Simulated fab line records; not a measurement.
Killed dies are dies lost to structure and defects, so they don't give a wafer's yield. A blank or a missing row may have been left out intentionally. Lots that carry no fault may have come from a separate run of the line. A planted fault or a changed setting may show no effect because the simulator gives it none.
What tool caused it? + flow gf180mcu + 6 lots with 16 wafers sampled at 2 steps, on a route of 602 steps

WHAT THE GAUGES READ, wafer by wafer
GF_CONTACT_THK_MEAS_03.
| lot  | measured     | on            | CONTACT_CVD_02_THK (nm)       |
|------|--------------|---------------|-------------------------------|
| L949 | day 18 00:40 | film-metro-03 | 842 848 845                   |
| L951 | day 18 21:41 | film-metro-02 | 1026 1026 1041 1026 1027 1040 |
| L954 | day 19 20:02 | film-metro-03 | 852 878 884                   |
| L958 | day 21 05:39 | film-metro-02 | 859 873 871                   |
| L961 | day 22 07:27 | film-metro-02 | 858 882                       |
| L963 | day 22 22:20 | film-metro-01 | 866 858                       |

EACH LOT AND THE TOOL THAT RAN IT (in order: tool; ch and the chambers of the sampled wafers; start)
| lot  | GF_CONTACT_CVD_02             |
|------|-------------------------------|
| L949 | pecvd-03 ch 1,2, day 18 00:35 |
| L951 | pecvd-03 ch 0,1, day 18 21:37 |
| L954 | pecvd-04 ch 1,2, day 19 19:58 |
| L958 | pecvd-04 ch 0,1, day 21 05:35 |
| L961 | pecvd-02 ch 0,2, day 22 07:23 |
| L963 | pecvd-03 ch 0,1, day 22 22:16 |
- GF_CONTACT_CVD_02: deposits SiO2 from TEOS, target thk 860 nm, time 95.992 s.

THE ANSWER, worked out from the rows above alone
Rule: the lots themselves supply what counts as usual. Put in order of their means at a reading, lots are off if they are a third of the lots or fewer, leave a main group of 4 or more, and stand apart from it by a gap of 3 or more times the standard deviation of the main group's means; of several such gaps the widest counts. Not used: any main group whose means are identical at the precision the tables above print for the reading. A lot without any number at a reading at which 4 lots or more have one is off too. Where the step has rows for the other lots, those lots are counted as sound.
Off: L951, at GF_CONTACT_THK_MEAS_03 (CONTACT_CVD_02_THK). The main group has a mean of 863 nm with a standard deviation of 9.6.
If a tool, at a process step before that reading, ran all the lots that are off and no sound lot after the first of them, it fits. Gauges at GF_CONTACT_THK_MEAS_03: tried the same way as those tools. None of those tried fits.

WHAT WAS PUT IN BY THE SIMULATOR
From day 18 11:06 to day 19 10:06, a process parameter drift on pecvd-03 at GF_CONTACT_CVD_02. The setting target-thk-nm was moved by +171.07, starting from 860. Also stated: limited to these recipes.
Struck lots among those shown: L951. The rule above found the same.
